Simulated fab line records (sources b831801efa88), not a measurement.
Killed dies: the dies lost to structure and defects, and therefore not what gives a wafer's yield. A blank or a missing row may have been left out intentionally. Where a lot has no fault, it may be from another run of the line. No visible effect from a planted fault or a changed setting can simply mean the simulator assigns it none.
A lot that was struck, set against a sound lot	flow gf180mcu	16 out of 602 route steps
Sound: wafers L708.1, L708.4, L708.5. The struck wafers were L713.2, L713.4, L713.5. Last of all comes the cause.
Per side, at each step with rows, come the tool, then ch with its chambers, and then its first start. Under that, the readings that differ: sound wafers	struck wafers	difference of the means	sigmas: that difference in standard deviations of wafers without a fault.
alike: a reading whose means differ by less than 2 such deviations, as well as words and numbers matching on both sides. not compared: withheld readings; readings where some wafer has no value; bounds like >300 that might hide an equal value; numbers whose values overlap and for which the record gives no deviation.
Wherever a step has rows on one side only, a row that says differs or no value, or a row with sigmas, the two part there. Non-overlapping numbers with no deviation appear without sigmas and do not part them. A reading that every wafer of one side lacks parts them only if that side has two wafers or more.

GF_POLY_GATE_THK_MEAS_01:
  struck on film metro-03, day 9 23:58; sound on film metro-03, day 8 12:33
  alike: POLY_GATE_CVD_00_THK
then, 8 steps without rows for these wafers: GF_POLY_GATE_DEHYDRATE_02 (time 60 s); GF_POLY_GATE_HMDS_03 (prime time 60 s); GF_POLY_GATE_COAT_04; GF_POLY_GATE_COAT_05 (resist thk 700 nm); GF_POLY_GATE_SOFTBAKE_06 (time 60 s); GF_POLY_GATE_EXPOSE_07 (exposes mask Poly2, target cd 280 nm); GF_POLY_GATE_PEB_08 (peb time 90 s); GF_POLY_GATE_DEVELOP_09 (develop time 60 s).
GF_POLY_GATE_CD_MEAS_10: target cd 280 nm.
  struck on cd sem-02, day 10 17:49; sound on cd sem-01, day 9 04:59
  alike: cd nm
GF_POLY_GATE_OVL_MEAS_11:
  struck on overlay-01, day 10 17:55; sound on overlay-01, day 9 05:07
  alike: POLY_GATE_OVL
GF_POLY_GATE_ETCH_12: etches BARC in N2/H2.
  sound on rie diel-03 ch 0,3, day 9 05:08; struck on rie diel-03 ch 1,2,3, day 10 17:56
  alike: drypump motor current A, h2 flow sccm, oes product au, throttle valve pct
GF_POLY_GATE_ETCH_13: etches poly-Si in HBr/Cl2, stops on SiO2, target depth 198.5 nm, time 69.6 s.
  sound on rie si-02 ch 1,3, day 9 05:11; struck on rie si-02 ch 1,3, day 10 17:59
reading	sound	struck	difference	sigmas
run length s (s)	98.2 97.9 98.5	64.1 64.8 64.8	-33.6	-84
model.etch.depth nm (nm)	196.8 197.2 199.2	102.7 102.5 103	-95.0	
model.POLY_GATE.feature depth nm (nm)	196.8 197.2 199.2	102.7 102.5 103	-95.0	
  alike: drypump motor current A, he backside leak sccm, oes product au, throttle valve pct
  not compared: rf hours counter h
GF_POLY_GATE_STRIP_14: strips in O2/N2.
  sound on plasma asher-04 ch 0,1, day 9 05:15; struck on plasma asher-02 ch 0, day 10 18:03
reading	sound	struck	difference	sigmas
oes product au (a.u.)	0.503 0.510 0.498	0.519 0.529 0.531	+0.023	+5
  alike: drypump motor current A, heater power w
  not compared: rf hours counter h
then, 1 step without rows for these wafers: GF_POLY_GATE_CLEAN_15 (cleans in SC1/SC2, time 150 s).
-- a jump in the record: the struck wafers' starts before and after are 20 days apart (it breaks off in module POLY_GATE and resumes in module PASSIVATION, where the first step shown is number 602 of the route) --
GF_PASSIVATION_PROBE_99:
  rows exist in the record for the struck wafers here (prober-01, day 30 15:24), but not for the sound ones

== WHERE THEY PART ==
Earliest at GF_POLY_GATE_ETCH_13; latest, in this record, at GF_PASSIVATION_PROBE_99.

WHY: whatever the simulator had introduced
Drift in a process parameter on rie si-02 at GF_POLY_GATE_ETCH_13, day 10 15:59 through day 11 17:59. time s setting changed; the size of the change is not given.
